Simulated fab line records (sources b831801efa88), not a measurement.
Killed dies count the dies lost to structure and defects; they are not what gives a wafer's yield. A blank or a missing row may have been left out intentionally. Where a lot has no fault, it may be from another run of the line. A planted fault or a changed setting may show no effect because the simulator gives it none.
fab line records	flow gf180mcu
record: lots: 15	wafers: 45	last-day: 34
route steps=602 shown M1@329 V1@337
lots that met no fault: taken from a fault-free run of the same line
start-h: hours from the record's opening day to when the first of the lot's shown wafers began	wait-h: hours from the lot's prior step to this one	" the same as in the row above	L1.1+2: a row that stands for several wafers	- no value, or no start given	* or withheld: withheld	< > ~ a bound
route shown NAME@n: a module of which the file shows steps, and the number in the route of the first	usual: mean/standard deviation taken from wafers without a fault	same: alike in all rows	chamber/n: place in a boat	sites: per-site readings	_std_site: standard deviation of those values	_edge_site: outer sites' mean less inner sites'	radius-mm: for every site, how far away it sits from the centre of the wafer	mask NAME#n: copy n	behind: the tool/chamber that last shaped the wafer	hold: reason for holding the lot/hours on hold/outcome of the hold	device: the n, p or np transistor that did not switch	end of line: at the end of the route, the tests of the same wafers	a step with no rows: only its recipe	killed: the dies lost at the first sort to structure and to defects; this is not the yield of the wafer	map: per-die view of a wafer (x killed, . not killed, _ where there is no die)
set.NAME: the setting as run; set.NAME@STEP: as run at that earlier step	model.NAME: the simulator's own value behind a step, which no gauge read
steps of the route over a sample of lots; a table a step, a row a wafer
services: a tool's chamber out of use, with start hour (start-h, from the record's first day; less than 0 if before it), hours out, and reason
== steps ==
step: GF_M1_CD_MEAS_14
recipe: target-cd-nm: 230
usual: cd-nm: 230.1/1
lot.wafer	tool	chamber	start-h	wait-h	cd-nm
L527.1	cd-sem-01	-	387.85	0.1	231.5
L527.5	"	-	"	"	230.7
L527.6	"	-	"	"	230.1
L528.1	cd-sem-01	-	397.49	0.1	229.7
L528.3	"	-	"	"	230.3
L528.4	"	-	"	"	229.0
L529.1	cd-sem-01	-	403.60	0.1	230.1
L529.3	"	-	"	"	230.2
L529.6	"	-	"	"	230.0
L531.1	cd-sem-01	-	427.30	0.1	228.8
L531.3	"	-	"	"	229.3
L531.6	"	-	"	"	230.1
L532.1	cd-sem-02	-	440.38	0.1	230.8
L532.5	"	-	"	"	229.9
L532.6	"	-	"	"	230.0
L535.3	cd-sem-01	-	460.56	0.1	231.3
L535.4	"	-	"	"	231.4
L535.6	"	-	"	"	230.6
L536.2	cd-sem-02	-	474.50	0.1	229.3
L536.3	"	-	"	"	230.2
L536.6	"	-	"	"	230.2
L537.3	cd-sem-02	-	483.76	0.1	230.2
L537.5	"	-	"	"	230.3
L537.6	"	-	"	"	229.7
L538.1	cd-sem-02	-	493.82	0.1	230.6
L538.3	"	-	"	"	229.4
L538.6	"	-	"	"	230.4
L543.3	cd-sem-02	-	529.63	0.1	229.3
L543.5	"	-	"	"	229.4
L543.6	"	-	"	"	229.7
L545.1	cd-sem-01	-	542.53	0.1	230.1
L545.2	"	-	"	"	229.6
L545.5	"	-	"	"	230.6
L546.1	cd-sem-02	-	557.00	0.1	228.9
L546.3	"	-	"	"	229.1
L546.4	"	-	"	"	228.9
L547.1	cd-sem-02	-	561.27	0.1	227.6
L547.3	"	-	"	"	228.6
L547.4	"	-	"	"	227.4
L548.3	cd-sem-01	-	568.48	0.2	229.8
L548.4	"	-	"	"	229.5
L548.5	"	-	"	"	230.8
L549.1	cd-sem-02	-	574.53	0.1	229.7
L549.3	"	-	"	"	231.1
L549.4	"	-	"	"	231.1
step: GF_V1_CVD_02
recipe: material: SiO2	target-thk-nm: 850	precursor: TEOS	temp-c: 400	time-s: 94.851	rf-w: 600
usual: heater-power-w: 741/120	rf-fwd-power-W: 595.6/2.1
lot.wafer	tool	chamber	start-h	wait-h	heater-power-w	rf-fwd-power-W	since-wet-clean-h
L527.1	pecvd-01	0	388.79	0.1	709	595.9	214
L527.5	"	0	"	"	578	596.1	-
L527.6	"	2	"	"	656	597.0	-
L528.1	pecvd-04	1	398.47	0.1	828	594.6	16
L528.3	"	2	"	"	711	597.9	16
L528.4	"	0	"	"	793	594.2	-
L529.1	pecvd-04	1	404.61	0.1	762	600.1	22
L529.3	"	0	"	"	729	592.6	22
L529.6	"	1	"	"	809	598.5	-
L531.1	pecvd-02	0	428.27	0.1	786	591.8	462
L531.3	"	2	"	"	707	594.7	462
L531.6	"	0	"	"	836	595.0	-
L532.1	pecvd-01	0	441.36	0.1	626	598.7	267
L532.5	"	2	"	"	531	594.0	-
L532.6	"	1	"	"	927	599.1	-
L535.3	pecvd-04	2	461.45	0.0	801	593.9	79
L535.4	"	0	"	"	612	591.8	-
L535.6	"	1	"	"	900	600.0	-
L536.2	pecvd-04	2	475.42	0.0	774	593.9	93
L536.3	"	0	"	"	709	592.5	93
L536.6	"	0	"	"	759	591.4	-
L537.3	pecvd-02	0	484.65	0.0	838	596.9	518
L537.5	"	1	"	"	525	596.1	-
L537.6	"	2	"	"	622	595.8	-
L538.1	pecvd-04	2	494.78	0.1	830	600.0	112
L538.3	"	0	"	"	715	592.9	112
L538.6	"	0	"	"	752	595.1	-
L543.3	pecvd-02	0	530.64	0.0	862	594.2	564
L543.5	"	0	"	"	711	593.4	-
L543.6	"	1	"	"	565	592.0	-
L545.1	pecvd-02	2	543.47	0.1	757	594.2	577
L545.2	"	0	"	"	813	592.2	577
L545.5	"	2	"	"	779	595.4	-
L546.1	pecvd-02	0	557.93	0.1	811	592.8	592
L546.3	"	1	"	"	551	595.0	592
L546.4	"	1	"	"	573	593.2	-
L547.1	pecvd-02	1	562.20	0.1	551	599.3	596
L547.3	"	0	"	"	801	593.0	596
L547.4	"	2	"	"	628	597.7	-
L548.3	pecvd-02	0	569.48	0.0	743	597.4	603
L548.4	"	2	"	"	607	596.0	-
L548.5	"	1	"	"	458	591.1	-
L549.1	pecvd-04	1	575.47	0.1	917	597.9	193
L549.3	"	2	"	"	747	600.6	193
L549.4	"	0	"	"	797	591.9	-
step: GF_V1_ETCH_16
recipe: chemistry: N2/H2	target-depth-a: withheld	overetch-a: withheld	time-s: withheld	target: BARC	ion-energy-ev: 200	source-w: 500	bias-w: 100	pressure-mtorr: 30	n2-flow-sccm: 100	h2-flow-sccm: 200
usual: bias-w: 100.0/0.3	chamber-pressure-mTorr: 30.000/0.027	drypump-motor-current-A: 5.7/0.4	oes-product-au: 0.855/0.0048	rf-fwd-power-W: 494.5/2.1	throttle-valve-pct: 13.224/0.0088
lot.wafer	tool	chamber	start-h	wait-h	bias-w	chamber-pressure-mTorr	drypump-motor-current-A	oes-product-au	rf-fwd-power-W	throttle-valve-pct
L527.1	rie-diel-04	1	412.00	0.0	99.1	29.986	5.7	0.858	494.3	13.220
L527.5	"	2	"	"	99.9	30.000	5.9	0.866	497.2	13.211
L527.6	"	1	"	"	99.1	30.004	5.7	0.863	495.3	13.229
L528.1	rie-diel-04	1	421.96	0.0	99.9	29.973	5.7	0.851	492.9	13.234
L528.3	"	0	"	"	99.8	29.988	5.2	0.854	494.7	13.220
L528.4	"	1	"	"	99.6	29.985	5.6	0.856	492.7	13.215
L529.1	rie-diel-02	2	428.50	0.0	100.4	29.951	5.2	0.849	494.8	13.224
L529.3	"	3	"	"	100.2	30.044	4.8	0.851	491.7	13.219
L529.6	"	1	"	"	100.1	29.993	5.9	0.851	493.0	13.233
L531.1	rie-diel-02	3	453.56	0.0	100.4	29.989	4.9	0.854	496.5	13.213
L531.3	"	1	"	"	100.4	30.016	5.9	0.853	495.2	13.231
L531.6	"	1	"	"	100.0	29.997	5.9	0.849	494.6	13.233
L532.1	rie-diel-02	1	466.08	0.0	100.0	29.974	5.9	0.853	495.2	13.218
L532.5	"	1	"	"	100.1	29.992	5.9	0.859	493.3	13.239
L532.6	"	2	"	"	99.9	30.013	5.2	0.852	494.7	13.219
L535.3	rie-diel-04	0	486.06	0.0	-	-	-	-	-	-
L535.4	"	0	"	"	-	-	-	-	-	-
L535.6	"	2	"	"	-	-	-	-	-	-
L536.2	rie-diel-03	3	499.42	0.0	-	-	-	-	-	-
L536.3	"	2	"	"	-	-	-	-	-	-
L536.6	"	3	"	"	-	-	-	-	-	-
L537.3	rie-diel-03	2	509.15	0.0	-	-	-	-	-	-
L537.5	"	3	"	"	-	-	-	-	-	-
L537.6	"	0	"	"	-	-	-	-	-	-
L538.1	rie-diel-03	3	518.71	0.0	99.4	30.015	5.6	0.861	495.0	13.228
L538.3	"	2	"	"	100.0	29.978	6.4	0.850	495.3	13.227
L538.6	"	2	"	"	99.4	29.951	6.4	0.849	493.6	13.225
L543.3	rie-diel-03	1	553.42	0.0	100.5	30.007	5.6	0.843	492.7	13.212
L543.5	"	1	"	"	100.3	29.974	5.6	0.862	493.0	13.226
L543.6	"	2	"	"	99.9	30.004	6.4	0.859	495.6	13.238
L545.1	rie-diel-02	2	566.55	0.0	100.8	29.996	5.2	0.857	498.3	13.225
L545.2	"	0	"	"	99.8	29.979	5.8	0.862	496.9	13.217
L545.5	"	2	"	"	100.0	30.000	5.2	0.851	497.4	13.225
L546.1	rie-diel-03	0	580.00	0.0	99.6	30.011	6.1	0.851	492.6	13.228
L546.3	"	2	"	"	100.1	29.994	6.4	0.851	496.5	13.224
L546.4	"	3	"	"	100.1	30.018	5.6	0.855	493.8	13.225
L547.1	rie-diel-03	2	584.02	0.0	100.4	30.020	6.5	0.859	495.2	13.227
L547.3	"	3	"	"	100.2	30.019	5.6	0.859	493.3	13.225
L547.4	"	1	"	"	100.0	30.015	5.7	0.847	491.7	13.232
L548.3	rie-diel-02	0	591.65	0.0	100.4	29.951	5.7	0.860	491.9	13.229
L548.4	"	3	"	"	100.3	29.986	4.9	0.858	492.4	13.225
L548.5	"	1	"	"	99.9	30.043	5.9	0.854	493.5	13.211
L549.1	rie-diel-03	1	597.12	0.0	99.5	30.012	5.6	0.854	492.3	13.222
L549.3	"	0	"	"	100.0	29.922	6.2	0.853	495.3	13.223
L549.4	"	3	"	"	100.1	30.002	5.6	0.860	490.7	13.235
step: GF_V1_ETCH_17
recipe: chemistry: C4F8/O2/Ar	mask-material: KrF	target: SiO2	stop-on: TiN	source-w: 1500	bias-w: 1200	pressure-mtorr: 40	c4f8-flow-sccm: withheld	O2_flow_sccm: 6	Ar_flow_sccm: 300	time-s: withheld	target-depth-a: 6300
usual: bias-w: 1200/3.6	chamber-pressure-mTorr: 40.00/0.037	oes-product-au: 0.846/0.0042	rf-fwd-power-W: 1492/5
lot.wafer	tool	chamber	start-h	wait-h	bias-w	chamber-pressure-mTorr	oes-product-au	rf-fwd-power-W
L527.1	rie-diel-04	1	-	-	1204	40.07	0.848	1495
L527.5	"	2	"	"	1201	40.07	0.844	1497
L527.6	"	1	"	"	1206	40.01	0.843	1496
L528.1	rie-diel-04	1	-	-	1202	40.02	0.841	1484
L528.3	"	0	"	"	1197	39.99	0.840	1487
L528.4	"	1	"	"	1198	39.94	0.842	1492
L529.1	rie-diel-02	2	-	-	1207	40.00	0.848	1492
L529.3	"	3	"	"	1198	39.98	0.849	1490
L529.6	"	1	"	"	1200	39.98	0.837	1487
L531.1	rie-diel-02	3	-	-	1200	40.09	0.850	1489
L531.3	"	1	"	"	1197	39.99	0.849	1497
L531.6	"	1	"	"	1199	40.04	0.842	1499
L532.1	rie-diel-02	1	-	-	1195	39.98	0.852	1489
L532.5	"	1	"	"	1199	40.02	0.848	1491
L532.6	"	2	"	"	1196	40.01	0.841	1487
L535.3	rie-diel-04	0	-	-	1202	40.02	0.376	1492
L535.4	"	0	"	"	1207	39.94	0.378	1492
L535.6	"	2	"	"	1198	39.98	0.374	1495
L536.2	rie-diel-03	3	-	-	1203	40.06	0.374	1488
L536.3	"	2	"	"	1200	39.98	0.381	1500
L536.6	"	3	"	"	1203	40.02	0.381	1477
L537.3	rie-diel-03	2	-	-	1198	40.00	0.376	1494
L537.5	"	3	"	"	1200	40.05	0.378	1487
L537.6	"	0	"	"	1197	39.93	0.376	1489
L538.1	rie-diel-03	3	-	-	1199	40.01	0.846	1497
L538.3	"	2	"	"	1202	40.07	0.845	1491
L538.6	"	2	"	"	1202	39.94	0.838	1490
L543.3	rie-diel-03	1	-	-	1201	39.97	0.846	1493
L543.5	"	1	"	"	1195	40.02	0.842	1485
L543.6	"	2	"	"	1199	39.98	0.839	1495
L545.1	rie-diel-02	2	-	-	1202	39.96	0.848	1501
L545.2	"	0	"	"	1200	40.03	0.847	1492
L545.5	"	2	"	"	1200	39.98	0.846	1502
L546.1	rie-diel-03	0	-	-	1195	40.04	0.850	1486
L546.3	"	2	"	"	1202	39.96	0.847	1498
L546.4	"	3	"	"	1196	40.01	0.842	1487
L547.1	rie-diel-03	2	-	-	1194	39.98	0.846	1489
L547.3	"	3	"	"	1206	40.03	0.844	1490
L547.4	"	1	"	"	1204	39.95	0.846	1497
L548.3	rie-diel-02	0	-	-	1201	40.06	0.842	1492
L548.4	"	3	"	"	1197	40.00	0.857	1493
L548.5	"	1	"	"	1200	39.95	0.848	1490
L549.1	rie-diel-03	1	-	-	1198	39.97	0.839	1489
L549.3	"	0	"	"	1201	40.05	0.855	1488
L549.4	"	3	"	"	1205	40.03	0.848	1483
step: GF_V1_STRIP_18
recipe: chemistry: O2/N2	power-w: 1400	pressure-mtorr: 1500	platen-temp-c: 250	o2-flow-sccm: 3000	n2-flow-sccm: 300	overash-fraction: 0.5
usual: drypump-motor-current-A: 5.8/0.4	heater-power-w: 301/26	oes-product-au: 0.592/0.0047
lot.wafer	tool	chamber	start-h	wait-h	drypump-motor-current-A	heater-power-w	oes-product-au	rf-hours-counter-h
L527.1	plasma-asher-04	0	412.13	-	6.3	298	0.598	77
L527.5	"	1	"	"	5.1	327	0.596	-
L527.6	"	0	"	"	6.3	307	0.582	-
L528.1	plasma-asher-02	1	422.09	-	5.6	306	0.591	31
L528.3	"	0	"	"	6.0	273	0.589	-
L528.4	"	1	"	"	5.6	301	0.589	-
L529.1	plasma-asher-03	0	428.63	-	5.7	253	0.590	78
L529.3	"	0	"	"	5.7	259	0.585	-
L529.6	"	1	"	"	6.1	315	0.591	-
L531.1	plasma-asher-04	1	453.69	-	5.0	327	0.587	2
L531.3	"	1	"	"	5.0	334	0.588	-
L531.6	"	0	"	"	6.3	328	0.596	-
L532.1	plasma-asher-03	1	466.20	-	6.1	323	0.589	82
L532.5	"	1	"	"	6.1	320	0.588	-
L532.6	"	0	"	"	5.7	255	0.592	-
L535.3	plasma-asher-03	0	486.22	-	5.8	265	0.613	-
L535.4	"	1	"	"	6.1	327	0.605	-
L535.6	"	0	"	"	5.7	263	0.617	-
L536.2	plasma-asher-04	0	499.55	-	6.2	326	0.607	7
L536.3	"	0	"	"	6.3	322	0.611	-
L536.6	"	0	"	"	6.3	327	0.607	-
L537.3	plasma-asher-04	1	509.31	-	5.1	329	0.616	-
L537.5	"	0	"	"	6.3	324	0.605	-
L537.6	"	1	"	"	5.0	333	0.612	-
L538.1	plasma-asher-02	1	518.83	-	5.6	297	0.594	40
L538.3	"	1	"	"	5.6	306	0.591	-
L538.6	"	1	"	"	5.6	305	0.593	-
L543.3	plasma-asher-02	0	553.59	-	6.0	278	0.598	-
L543.5	"	0	"	"	6.0	274	0.597	-
L543.6	"	1	"	"	5.6	309	0.598	-
L545.1	plasma-asher-03	0	566.68	-	5.7	252	0.596	95
L545.2	"	1	"	"	6.1	319	0.595	95
L545.5	"	0	"	"	5.8	255	0.597	-
L546.1	plasma-asher-02	1	580.13	-	5.6	305	0.597	46
L546.3	"	1	"	"	5.6	304	0.591	-
L546.4	"	0	"	"	6.0	275	0.598	-
L547.1	plasma-asher-04	1	584.15	-	5.0	329	0.599	16
L547.3	"	0	"	"	6.3	322	0.599	-
L547.4	"	1	"	"	5.0	331	0.593	-
L548.3	plasma-asher-04	0	591.81	-	6.3	331	0.594	-
L548.4	"	1	"	"	5.0	326	0.591	-
L548.5	"	0	"	"	6.3	328	0.593	-
L549.1	plasma-asher-02	0	597.25	-	6.0	277	0.584	48
L549.3	"	0	"	"	6.0	270	0.595	-
L549.4	"	1	"	"	5.6	305	0.598	-
step: GF_V1_CVD_23
recipe: material: W	target-thk-nm: 350	time-s: 105.05	temp-c: 400	pressure-torr: 40
usual: chamber-pressure-Torr: 40.00/0.086	heater-power-w: 823/83
lot.wafer	tool	chamber	start-h	wait-h	chamber-pressure-Torr	heater-power-w	since-wet-clean-h
L527.1	cvd-w-01	0	413.24	0.0	39.93	794	509
L527.5	"	1	"	"	40.07	811	-
L527.6	"	0	"	"	39.88	814	-
L528.1	cvd-w-02	0	422.72	0.0	39.96	959	19
L528.3	"	1	"	"	40.01	725	-
L528.4	"	0	"	"	40.00	953	-
L529.1	cvd-w-01	0	429.30	0.0	39.89	784	525
L529.3	"	1	"	"	39.98	822	-
L529.6	"	1	"	"	39.98	803	-
L531.1	cvd-w-02	0	454.32	0.0	40.22	952	50
L531.3	"	1	"	"	39.88	722	-
L531.6	"	0	"	"	39.98	953	-
L532.1	cvd-w-01	1	466.84	0.0	39.93	818	563
L532.5	"	1	"	"	39.95	801	-
L532.6	"	0	"	"	39.92	812	-
L535.3	cvd-w-02	0	486.95	0.1	39.97	960	-
L535.4	"	1	"	"	39.98	725	-
L535.6	"	1	"	"	39.98	718	-
L536.2	cvd-w-01	1	500.19	0.0	39.98	791	596
L536.3	"	1	"	"	39.93	813	-
L536.6	"	1	"	"	39.99	814	-
L537.3	cvd-w-02	0	510.36	0.1	39.97	970	-
L537.5	"	0	"	"	39.97	943	-
L537.6	"	1	"	"	40.05	720	-
L538.1	cvd-w-01	1	519.50	0.0	40.08	828	616
L538.3	"	1	"	"	39.95	812	-
L538.6	"	1	"	"	39.99	821	-
L543.3	cvd-w-02	0	554.22	0.1	40.12	967	-
L543.5	"	1	"	"	39.90	737	-
L543.6	"	0	"	"	40.10	938	-
L545.1	cvd-w-02	1	567.32	0.0	40.01	712	163
L545.2	"	0	"	"	40.11	955	163
L545.5	"	0	"	"	40.07	958	-
L546.1	cvd-w-02	0	580.80	0.0	39.96	923	177
L546.3	"	0	"	"	39.93	967	-
L546.4	"	1	"	"	40.11	734	-
L547.1	cvd-w-02	0	584.91	0.0	39.89	970	181
L547.3	"	1	"	"	40.05	708	-
L547.4	"	0	"	"	40.05	957	-
L548.3	cvd-w-02	1	592.49	0.1	40.04	725	-
L548.4	"	0	"	"	39.86	940	-
L548.5	"	1	"	"	40.03	715	-
L549.1	cvd-w-01	1	597.92	0.0	39.70	787	694
L549.3	"	1	"	"	39.91	814	-
L549.4	"	0	"	"	39.80	821	-
== services ==
tool	chamber	start-h	hours	kind
rie-diel-03	-	366.49	0.8	repair
cvd-w-02	0	368.27	1.3	repair
pecvd-04	-	368.88	14.0	pm
plasma-asher-04	-	381.25	9.9	repair
rie-diel-04	3	384.01	2.5	repair
rie-diel-04	-	388.04	15.6	pm
cvd-w-02	-	390.00	14.0	pm
pecvd-04	-	410.84	2.8	pm
pecvd-04	-	416.01	0.4	repair
plasma-asher-04	-	421.25	9.0	pm
pecvd-04	1	430.79	5.7	repair
pecvd-02	-	441.01	1.7	repair
cvd-w-01	-	451.37	10.0	repair
rie-diel-03	-	452.61	4.3	pm
rie-diel-02	0	467.54	2.5	repair
rie-diel-03	3	480.51	5.7	repair
rie-diel-04	1	485.03	6.0	repair
rie-diel-03	0	492.87	15.2	repair
cvd-w-02	-	512.70	6.0	pm
cvd-w-01	0	514.63	21.0	repair
rie-diel-02	1	554.34	6.4	repair
cvd-w-02	-	572.91	1.4	repair
rie-diel-02	-	578.98	7.5	repair
rie-diel-02	-	588.30	0.1	repair
== key ==
first-sign: step: GF_V1_ETCH_16	reading: tool-record	direction: missing
effect: step: GF_V1_ETCH_17	reading: oes-product-au	direction: down	sigmas: 99+	usual: 0.846	struck: 0.377
effect: step: GF_V1_STRIP_18	reading: oes-product-au	direction: up	sigmas: 4	usual: 0.592	struck: 0.610
met-at GF_V1_ETCH_16
struck-lots L535,L536,L537
later-rows-left-out L535.3,L535.4,L535.6,L536.2,L536.3,L536.6,L537.3,L537.5,L537.6
sort-left-out L535.3,L535.4,L535.6,L536.2,L536.3,L536.6,L537.3,L537.5,L537.6
not-acting-at GF_M1_CD_MEAS_14,GF_V1_CVD_02,GF_V1_CVD_23
onset-between 421.96 486.06
fault: kind: skipped-step-whole	tool: rie-diel-03,rie-diel-04	chamber: -	onset-h: 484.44	steps: GF_V1_ETCH_16	scope: struck-lots-only
sort-left-out: the simulated sort isn't trusted on such a fault, so these wafers' sort isn't shown, and their yield isn't known
later-rows-left-out: the simulator's readings of these wafers behind a module that went badly wrong aren't trusted and aren't shown, but for the sort
